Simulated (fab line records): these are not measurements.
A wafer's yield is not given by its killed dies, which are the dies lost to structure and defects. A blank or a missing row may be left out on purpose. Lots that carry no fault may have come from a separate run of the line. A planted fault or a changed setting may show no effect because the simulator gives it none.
Chamber matching :: flow gf180mcu :: GF_V3_CMP_04 on cmp-01: 4 sister chambers
The step polishes SiO2. 4 wafers are shown with their chamber, then 8 later ones without.

WAFERS, EACH WITH ITS CHAMBER
wafer: L494.5
chamber: 1
motorCurrentA (A): 13.1

wafer: L495.3
chamber: 0
motorCurrentA (A): 12.4

wafer: L495.4
chamber: 3
motorCurrentA (A): 10.4

wafer: L496.3
chamber: 2
motorCurrentA (A): 12.1

WAFERS MISSING THEIR CHAMBER
wafer: L496.5
motorCurrentA (A): 13.0

wafer: L496.6
motorCurrentA (A): 12.9

wafer: L497.3
motorCurrentA (A): 13.1

wafer: L497.5
motorCurrentA (A): 12.3

wafer: L497.6
motorCurrentA (A): 12.2

wafer: L499.2
motorCurrentA (A): 12.4

wafer: L499.4
motorCurrentA (A): 10.3

wafer: L499.6
motorCurrentA (A): 9.6

WHICH CHAMBER EACH ONE RAN IN
wafer: L496.5
from the rows above: can't be placed: 1 or 0
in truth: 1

wafer: L496.6
from the rows above: can't be placed: 1 or 0
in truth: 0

wafer: L497.3
from the rows above: 1
in truth: 1

wafer: L497.5
from the rows above: can't be placed: 0 or 2
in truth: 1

wafer: L497.6
from the rows above: can't be placed: 2 or 0
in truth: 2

wafer: L499.2
from the rows above: can't be placed: 0 or 2
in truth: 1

wafer: L499.4
from the rows above: 3
in truth: 3

wafer: L499.6
from the rows above: 3
in truth: 3
3 of 8 placed correctly. These rows do not allow placing 5 (true chamber among the candidates in 3). Number placed wrongly: 0.
How it was worked out, from the rows above alone: a wafer's distance from a chamber is the root of the sum, over the readings, of the square of ((its reading less the chamber's mean) divided by the reading's scatter). If the next closest chamber is less than 2 further off than the closest, the wafer can't be placed; otherwise it belongs to the closest. The mean given for a chamber averages the wafers shown for that chamber. The scatter: with one shown wafer a chamber, the root of the mean of the squares of how far each hidden wafer lies from its nearest shown one.
